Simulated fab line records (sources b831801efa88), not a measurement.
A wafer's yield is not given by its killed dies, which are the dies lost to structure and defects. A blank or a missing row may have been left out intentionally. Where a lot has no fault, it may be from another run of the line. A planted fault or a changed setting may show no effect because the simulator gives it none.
Which of the tools did it? / flow gf180mcu / Sampling: 13 lots, 39 wafers, 5 of 602 route steps

WHAT THE GAUGES SHOWED, per wafer
GF_MVSD_OVL_MEAS_07.
lot=L424; measured=day 4 09:59; on=overlay-02; MVSD_OVL (nm)=-3.0 -3.2 -2.8
lot=L425; measured=day 4 15:35; on=overlay-02; MVSD_OVL (nm)=-2.0 1.7 -1.8
lot=L427; measured=day 5 02:41; on=overlay-01; MVSD_OVL (nm)=2.5 2.0 1.0
lot=L428; measured=day 5 08:05; on=overlay-01; MVSD_OVL (nm)=-0.5 0.0 1.2
lot=L429; measured=day 5 15:35; on=overlay-01; MVSD_OVL (nm)=-1.5 -1.5 -3.2
lot=L430; measured=day 5 20:37; on=overlay-02; MVSD_OVL (nm)=- - -
lot=L431; measured=day 6 04:31; on=overlay-01; MVSD_OVL (nm)=- - -
lot=L434; measured=day 6 21:44; on=overlay-02; MVSD_OVL (nm)=-0.3 -1.9 -0.8
lot=L439; measured=day 8 04:11; on=overlay-02; MVSD_OVL (nm)=2.2 0.5 2.2
lot=L441; measured=day 8 14:50; on=overlay-01; MVSD_OVL (nm)=0.0 0.3 1.4
lot=L443; measured=day 9 01:37; on=overlay-02; MVSD_OVL (nm)=-0.5 -0.4 -0.9
lot=L444; measured=day 9 05:59; on=overlay-02; MVSD_OVL (nm)=0.3 -0.7 -2.4
lot=L445; measured=day 9 11:45; on=overlay-01; MVSD_OVL (nm)=0.6 -0.7 0.1

GF_MVPSD_TW_MEAS_11.
lot=L424; measured=day 5 00:31; on=film_metro-04; MVPSD_TW=553 554 554
lot=L425; measured=day 5 06:29; on=film_metro-01; MVPSD_TW=562 561 562
lot=L427; measured=day 5 17:37; on=film_metro-03; MVPSD_TW=545 545 548
lot=L428; measured=day 5 23:55; on=film_metro-04; MVPSD_TW=560 556 556
lot=L429; measured=day 6 07:19; on=film_metro-01; MVPSD_TW=567 562 565
lot=L430; measured=day 6 12:31; on=film_metro-01; MVPSD_TW=1635 1635 1635 1634 1631 1630
lot=L431; measured=day 6 19:43; on=film_metro-04; MVPSD_TW=1598 1607 1600 1602 1596 1605
lot=L434; measured=day 7 14:32; on=film_metro-03; MVPSD_TW=547 546 548
lot=L439; measured=day 8 21:28; on=film_metro-03; MVPSD_TW=548 548 548
lot=L441; measured=day 9 07:37; on=film_metro-03; MVPSD_TW=545 549 547
lot=L443; measured=day 9 19:37; on=film_metro-03; MVPSD_TW=549 546 546
lot=L444; measured=day 9 23:43; on=film_metro-03; MVPSD_TW=545 547 547
lot=L445; measured=day 10 05:26; on=film_metro-03; MVPSD_TW=546 546 546

GF_POLY_GATE_OVL_MEAS_11.
lot=L424; measured=day 9 05:15; on=overlay-01; POLY_GATE_OVL (nm)=19 10 10
lot=L425; measured=day 9 10:10; on=overlay-02; POLY_GATE_OVL (nm)=9 3 6
lot=L427; measured=day 10 00:52; on=overlay-01; POLY_GATE_OVL (nm)=2 11 9
lot=L428; measured=day 10 07:21; on=overlay-02; POLY_GATE_OVL (nm)=1 1 1
lot=L429; measured=day 10 14:52; on=overlay-01; POLY_GATE_OVL (nm)=-1 6 10
lot=L434; measured=day 12 15:40; on=overlay-01; POLY_GATE_OVL (nm)=5 6 5
lot=L439; measured=day 14 00:30; on=overlay-02; POLY_GATE_OVL (nm)=-5 -4 -5
lot=L441; measured=day 14 11:06; on=overlay-01; POLY_GATE_OVL (nm)=-1 5 -1
lot=L443; measured=day 15 02:27; on=overlay-01; POLY_GATE_OVL (nm)=-4 9 0
lot=L444; measured=day 15 02:23; on=overlay-02; POLY_GATE_OVL (nm)=2 7 4
lot=L445; measured=day 15 08:34; on=overlay-02; POLY_GATE_OVL (nm)=3 -3 2

GF_HV_LDD_THK_MEAS_55.
lot=L424; measured=day 12 07:17; on=film_metro-03; HV_LDD_CVD_54_THK (nm)=10.02 10.17 9.96
lot=L425; measured=day 12 11:19; on=film_metro-01; HV_LDD_CVD_54_THK (nm)=9.92 10.11 10.08
lot=L427; measured=day 13 08:35; on=film_metro-03; HV_LDD_CVD_54_THK (nm)=10.09 9.96 9.98
lot=L428; measured=day 13 15:52; on=film_metro-03; HV_LDD_CVD_54_THK (nm)=10.02 10.02 9.94
lot=L429; measured=day 14 02:32; on=film_metro-01; HV_LDD_CVD_54_THK (nm)=9.99 10.00 9.81
lot=L434; measured=day 16 07:31; on=film_metro-03; HV_LDD_CVD_54_THK (nm)=10.31 10.31 10.16
lot=L439; measured=day 18 00:28; on=film_metro-04; HV_LDD_CVD_54_THK (nm)=10.00 10.07 10.00
lot=L441; measured=day 18 08:13; on=film_metro-01; HV_LDD_CVD_54_THK (nm)=10.01 10.05 9.87
lot=L443; measured=day 19 05:43; on=film_metro-01; HV_LDD_CVD_54_THK (nm)=9.79 9.86 9.85
lot=L444; measured=day 19 02:10; on=film_metro-01; HV_LDD_CVD_54_THK (nm)=10.10 10.10 10.12
lot=L445; measured=day 19 09:01; on=film_metro-03; HV_LDD_CVD_54_THK (nm)=9.82 9.91 9.86

WHICH TOOL RAN EACH LOT (tool, then ch and the chambers of the sampled wafers, then the start)
lot=L424; GF_MVSD_COAT_02=litho_track-02 ch 0, day 4 02:52
lot=L425; GF_MVSD_COAT_02=litho_track-02 ch 0, day 4 08:36
lot=L427; GF_MVSD_COAT_02=litho_track-02 ch 0, day 4 19:31
lot=L428; GF_MVSD_COAT_02=litho_track-03 ch 0, day 5 01:04
lot=L429; GF_MVSD_COAT_02=litho_track-04 ch 0, day 5 07:49
lot=L430; GF_MVSD_COAT_02=litho_track-02, day 5 12:49
lot=L431; GF_MVSD_COAT_02=litho_track-02, day 5 20:55
lot=L434; GF_MVSD_COAT_02=litho_track-02 ch 0, day 6 13:52
lot=L439; GF_MVSD_COAT_02=litho_track-02 ch 0, day 7 20:03
lot=L441; GF_MVSD_COAT_02=litho_track-04 ch 0, day 8 06:28
lot=L443; GF_MVSD_COAT_02=litho_track-02 ch 0, day 8 16:58
lot=L444; GF_MVSD_COAT_02=litho_track-02 ch 0, day 8 21:22
lot=L445; GF_MVSD_COAT_02=litho_track-04 ch 0, day 9 02:28
- GF_MVSD_COAT_02: resist thk 3000 nm.

AS READ BY THE TOOLS THEMSELVES (means over the sampled wafers that have a number; for cases with no such wafer, the mark the record gives instead)
GF_MVSD_COAT_02.
lot=L424; tool=litho_track-02; chill_plate_temp_C (C)=22.98; dispense_pressure_kPa (kPa)=51.0; exhaust_pa (Pa)=42.8
lot=L425; tool=litho_track-02; chill_plate_temp_C (C)=23.01; dispense_pressure_kPa (kPa)=51.0; exhaust_pa (Pa)=43.8
lot=L427; tool=litho_track-02; chill_plate_temp_C (C)=23.00; dispense_pressure_kPa (kPa)=51.0; exhaust_pa (Pa)=44.6
lot=L428; tool=litho_track-03; chill_plate_temp_C (C)=22.91; dispense_pressure_kPa (kPa)=49.0; exhaust_pa (Pa)=44.3
lot=L429; tool=litho_track-04; chill_plate_temp_C (C)=23.04; dispense_pressure_kPa (kPa)=50.8; exhaust_pa (Pa)=44.9
lot=L430; tool=litho_track-02; chill_plate_temp_C (C)=-; dispense_pressure_kPa (kPa)=-; exhaust_pa (Pa)=-
lot=L431; tool=litho_track-02; chill_plate_temp_C (C)=-; dispense_pressure_kPa (kPa)=-; exhaust_pa (Pa)=-
lot=L434; tool=litho_track-02; chill_plate_temp_C (C)=23.20; dispense_pressure_kPa (kPa)=51.0; exhaust_pa (Pa)=45.3
lot=L439; tool=litho_track-02; chill_plate_temp_C (C)=23.10; dispense_pressure_kPa (kPa)=51.0; exhaust_pa (Pa)=45.9
lot=L441; tool=litho_track-04; chill_plate_temp_C (C)=22.98; dispense_pressure_kPa (kPa)=50.8; exhaust_pa (Pa)=44.1
lot=L443; tool=litho_track-02; chill_plate_temp_C (C)=23.01; dispense_pressure_kPa (kPa)=51.0; exhaust_pa (Pa)=44.6
lot=L444; tool=litho_track-02; chill_plate_temp_C (C)=22.91; dispense_pressure_kPa (kPa)=51.0; exhaust_pa (Pa)=44.5
lot=L445; tool=litho_track-04; chill_plate_temp_C (C)=22.97; dispense_pressure_kPa (kPa)=50.7; exhaust_pa (Pa)=43.8

THE ANSWER, worked out from the rows above alone
Rule: the usual values come from the lots themselves. The widest of any qualifying gaps counts: lots, ordered by their means at a reading, are off when they make up no more than a third of the lots, leave a main group of 4 or more, and stand apart from it by 3 or more times the standard deviation of that group's means. A main group whose means are all the same, to the digits that the tables above print for the reading, isn't used. A lot without any number at a reading at which 4 lots or more have one is off too. All remaining lots with rows at the step are treated as sound. First the gauges in route order, then the tools' own readings, where a lot's mean is used as printed above. The first step at which some lot is off is used, and at that step the reading that is off furthest; a lot without a number counts as furthest.
Off: L430, L431, seen at GF_MVSD_OVL_MEAS_07 (MVSD_OVL). Without a number there: L430, L431. For the main group the mean is -0.4 nm and the standard deviation 1.4.
If a tool, at a process step before that reading, ran all the lots that are off and no sound lot after the first of them, it fits. Not tried: the gauges at GF_MVSD_OVL_MEAS_07; whatever is off there is also off at GF_MVPSD_TW_MEAS_11, on other tools, and gauge error can't account for it. Not one of the candidates tried fits.

WHAT WAS PUT IN BY THE SIMULATOR
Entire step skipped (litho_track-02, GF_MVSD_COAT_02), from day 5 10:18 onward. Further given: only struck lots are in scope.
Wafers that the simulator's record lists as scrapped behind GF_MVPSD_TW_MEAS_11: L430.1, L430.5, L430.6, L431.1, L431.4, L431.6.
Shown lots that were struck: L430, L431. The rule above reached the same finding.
